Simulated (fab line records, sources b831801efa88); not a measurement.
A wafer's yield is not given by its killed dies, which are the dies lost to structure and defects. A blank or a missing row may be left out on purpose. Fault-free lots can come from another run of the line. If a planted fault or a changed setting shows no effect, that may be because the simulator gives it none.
Which tool did it? ; flow sky130 ; Sampling: 13 lots, 39 wafers, 4 of 708 route steps

WHAT THE GAUGES READ, wafer by wafer
SKY_CAP2M_OVL_MEAS_12. Usual: CAP2M_OVL gives -0.4 nm (standard deviation 1.4).
lot;measured;on;CAP2M_OVL (nm);flag
L591;day 41 01:24;overlay-01;-0.7 -0.1 0.0;
L592;day 41 05:18;overlay-01;0.3 -2.0 -0.2;
L593;day 41 12:35;overlay-02;0.8 0.9 -0.1;
L595;day 42 04:11;overlay-01;-1.0 0.6 0.5;
L596;day 42 09:33;overlay-01;-0.7 -0.7 -0.5;
L597;day 42 23:59;overlay-01;0.5 -1.0 -0.6;
L598;day 43 05:30;overlay-02;0.6 1.2 0.4;
L602;day 44 18:05;overlay-02;1.6 2.5 2.5;
L604;day 45 09:24;overlay-01;-2.5 -3.6 -2.7;
L607;day 45 23:32;overlay-02;3.6 2.1 0.9;
L608;day 46 00:47;overlay-01;-2.0 -3.3 -3.0;
L609;day 46 07:11;overlay-01;0.6 -0.3 -1.0;
L612;day 46 21:48;overlay-01;0.5 -0.8 -1.3;

SKY_PASSIVATION_THK_MEAS_01. Usual: PASSIVATION_CVD_00_THK gives 90.5 nm (standard deviation 1.1).
lot;measured;on;PASSIVATION_CVD_00_THK (nm);flag
L591;day 44 04:59;filmMetro-04;89.3 90.2 91.3;
L592;day 44 08:53;filmMetro-01;89.3 91.7 89.8;
L593;day 44 16:02;filmMetro-01;88.5 89.2 91.1;
L595;day 45 05:08;filmMetro-02;89.8 89.3 90.2;
L596;day 45 10:05;filmMetro-04;90.5 91.9 93.4;
L597;day 45 22:47;filmMetro-01;91.2 91.0 94.2;
L598;day 46 04:58;filmMetro-01;88.8 91.2 91.2;
L602;day 47 12:37;filmMetro-02;88.8 88.7 91.3;
L604;day 48 03:32;filmMetro-01;88.9 90.1 90.9;
L607;day 48 14:58;filmMetro-01;89.4 89.2 90.2;
L608;day 48 16:49;filmMetro-01;89.0 89.9 90.8;
L609;day 48 22:52;filmMetro-04;87.8 88.2 88.4;
L612;day 49 10:58;filmMetro-01;89.9 91.1 91.4;

WHICH TOOL RAN EACH LOT (tool, then ch and the chambers of the sampled wafers, then the start)
lot;SKY_METAL1_SPUTTER_01;SKY_CAP2M_CVD_00
L591;pvdSputter-04, day 31 20:06;pecvd-04 ch 0,2, day 40 00:55
L592;pvdSputter-01, day 32 05:00;pecvd-03 ch 0,2, day 40 04:35
L593;pvdSputter-01, day 32 11:29;pecvd-04 ch 0,1,2, day 40 12:31
L595;pvdSputter-04, day 33 01:49;pecvd-04 ch 0,1, day 41 04:40
L596;pvdSputter-04, day 33 10:16;pecvd-01 ch 1,2, day 41 09:56
L597;pvdSputter-03, day 34 04:09;pecvd-01 ch 0,1,2, day 42 00:40
L598;pvdSputter-04, day 34 09:23;pecvd-04 ch 1,2, day 42 06:32
L602;pvdSputter-04, day 36 03:47;pecvd-03 ch 0,2, day 43 19:27
L604;pvdSputter-04, day 37 00:30;pecvd-04 ch 0,2, day 44 12:13
L607;pvdSputter-01, day 37 15:12;pecvd-01 ch 1,2, day 45 02:43
L608;pvdSputter-01, day 37 16:43;pecvd-03 ch 0,2, day 45 03:17
L609;pvdSputter-01, day 38 00:04;pecvd-04 ch 0,1,2, day 45 09:49
L612;pvdSputter-03, day 38 17:05;pecvd-03 ch 0,2, day 46 01:19
- SKY_METAL1_SPUTTER_01: material TiN, target thk 20 nm, time 16.7 s.
- SKY_CAP2M_CVD_00: deposits SiO2, target thk 15.5 nm.

WHAT THE TOOLS THEMSELVES READ (means of the sampled wafers that have a number; where no wafer has one, the mark that the record gives instead)
SKY_METAL1_SPUTTER_01. Usual: throttleValvePct at 29.4 %, with a standard deviation of 1.1.
lot;tool;throttleValvePct (%);flag
L591;pvdSputter-04;29.9;
L592;pvdSputter-01;29.3;
L593;pvdSputter-01;29.1;
L595;pvdSputter-04;29.8;
L596;pvdSputter-04;29.3;
L597;pvdSputter-03;29.6;
L598;pvdSputter-04;30.6;
L602;pvdSputter-04;29.5;
L604;pvdSputter-04;29.4;
L607;pvdSputter-01;29.6;
L608;pvdSputter-01;29.5;
L609;pvdSputter-01;28.8;
L612;pvdSputter-03;30.2;

SKY_CAP2M_CVD_00. Usual: heaterPowerOuterW 444 W, standard deviation 61; heaterPowerW 749 W, standard deviation 120.
lot;tool;heaterPowerOuterW (W);heaterPowerW (W);flag
L591;pecvd-04;365;576;
L592;pecvd-03;517;871;
L593;pecvd-04;412;672;
L595;pecvd-04;394;662;
L596;pecvd-01;437;727;
L597;pecvd-01;441;744;
L598;pecvd-04;431;730;
L602;pecvd-03;516;893;
L604;pecvd-04;406;668;
L607;pecvd-01;400;656;
L608;pecvd-03;431;777;
L609;pecvd-04;392;634;
L612;pecvd-03;452;774;

THE ANSWER, worked out from the rows above alone
Rule: lot off if the mean of its wafers having a number is beyond 3 standard deviations from the usual mean. A lot without any number at a reading at which 4 lots or more have one is off too. All remaining lots with rows at the step are treated as sound. Order of review: gauges by route order, followed by the tools' own readings, for which a lot's mean as printed above is used. The first step at which some lot is off is used, and at that step the reading that is off furthest; a lot without a number counts as furthest.
None of the lots is off at any reading shown; this tells nothing.

WHAT WAS PUT IN BY THE SIMULATOR
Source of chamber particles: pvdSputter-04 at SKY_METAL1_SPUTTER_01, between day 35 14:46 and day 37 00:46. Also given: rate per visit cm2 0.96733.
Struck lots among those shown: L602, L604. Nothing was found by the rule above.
